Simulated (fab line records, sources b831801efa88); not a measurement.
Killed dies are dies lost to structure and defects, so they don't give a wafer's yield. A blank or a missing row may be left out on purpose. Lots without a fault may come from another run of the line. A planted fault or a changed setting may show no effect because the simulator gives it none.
Split-lot experiment | flow sky130 | 5 lots, 23 wafers read, on a route of 708 steps

THE SPLIT
At SKY_DNWELL_COAT_02 (resist thk 3000 nm), the setting spin_rpm was moved away from the recipe's 2000 rpm on 7 of the 23 wafers read, by -6.6% to +7.1%. The other wafers ran this setting at the recipe's value.

The reading is taken at the split's own step.

THE READING
coat_of_DNWELL_COAT_02.thk_nm (the simulator's own value, which no gauge read), in nm, at SKY_DNWELL_COAT_02 (resist thk 3000 nm). The file gives no usual value for it. The 16 wafers here that ran the recipe average 3001 nm, standard deviation 4.9 nm.

wafer  | tool, chamber at the split | spin_rpm as run, rpm | against the recipe | coat_of_DNWELL_COAT_02.thk_nm, nm | against lot-mates on the recipe
L077.2 | litho_track-02, 0          | 2000                 | recipe             | 3001                              | -
L077.3 | litho_track-02, 0          | 2000                 | recipe             | 3007                              | -
L077.5 | litho_track-02, 0          | 2000                 | recipe             | 3008                              | -
L080.1 | litho_track-04, 0          | 2051                 | +2.6%              | 2960                              | -43
L080.2 | litho_track-04, 0          | 2000                 | recipe             | 3003                              | -
L080.3 | litho_track-04, 0          | 2051                 | +2.6%              | 2962                              | -41
L080.5 | litho_track-04, 0          | 2000                 | recipe             | 3005                              | -
L080.6 | litho_track-04, 0          | 2000                 | recipe             | 3000                              | -
L081.1 | litho_track-01, 0          | 1869                 | -6.6%              | 3101                              | +97
L081.2 | litho_track-01, 0          | 1869                 | -6.6%              | 3108                              | +104
L081.3 | litho_track-01, 0          | 2000                 | recipe             | 3001                              | -
L081.4 | litho_track-01, 0          | 2000                 | recipe             | 3007                              | -
L081.5 | litho_track-01, 0          | 1869                 | -6.6%              | 3113                              | +109
L082.2 | litho_track-04, 0          | 2000                 | recipe             | 2991                              | -
L082.3 | litho_track-04, 0          | 2142                 | +7.1%              | 2898                              | -102
L082.4 | litho_track-04, 0          | 2000                 | recipe             | 3006                              | -
L082.5 | litho_track-04, 0          | 2000                 | recipe             | 3003                              | -
L082.6 | litho_track-04, 0          | 2142                 | +7.1%              | 2901                              | -99
L084.1 | litho_track-02, 0          | 2000                 | recipe             | 2994                              | -
L084.2 | litho_track-02, 0          | 2000                 | recipe             | 2996                              | -
L084.4 | litho_track-02, 0          | 2000                 | recipe             | 2999                              | -
L084.5 | litho_track-02, 0          | 2000                 | recipe             | 2997                              | -
L084.6 | litho_track-02, 0          | 2000                 | recipe             | 2997                              | -

THE FIT
A straight line over all 23 wafers: coat_of_DNWELL_COAT_02.thk_nm changes by -15.4 nm for each +1% of spin_rpm; r = -0.99; the points scatter about the line by 5.5 nm.
The same after taking each lot's own level away (the mean of its wafers on the recipe; 23 wafers): -15.1 nm for each +1%; r = -1.00; scatter 4.5 nm.
On that fit, the largest move of spin_rpm shifts the reading by 1.1e+02 nm.
The lots' own levels span 2996.6 to 3005.3 nm, that is 1.8 times the standard deviation above.
So the lot-to-lot level changes the slope little: the two slopes agree.
Check: with one of the wafers moved furthest among these (+7.1%) left out of the fit, the line predicts -108 nm for it against its lot-mates. It came out at -102 nm against them.

OTHER SPLITS ON THESE WAFERS
These wafers also went through other splits before the reading. Each is held against what the fit with the lots' levels taken away leaves over:
other split on the same wafers       | wafers away from the commonest value | r with coat_of_DNWELL_COAT_02.thk_nm (lot level and that fit taken away)
SKY_FIELD_ISO_OXIDATION_01 ox_time_s | 18                                   | +0.13

THE WHOLE CHAIN: every reading that the file lists as answering this split, in the file's order
step                | what it does       | reading                                                                        | change (the file's fit)              | r (the file's)
SKY_DNWELL_COAT_02  | resist thk 3000 nm | coat_of_DNWELL_COAT_02.thk_nm (the simulator's own value, which no gauge read) | -15 nm for each +1% of the setting   | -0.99
SKY_DNWELL_STRIP_08 | strips in O2/N2    | strip_time_to_endpoint_s                                                       | withheld for each +1% of the setting | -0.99

THE FILE'S OWN FIT
coat_of_DNWELL_COAT_02.thk_nm changes by -15 nm for each +1% of spin_rpm, r = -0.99.
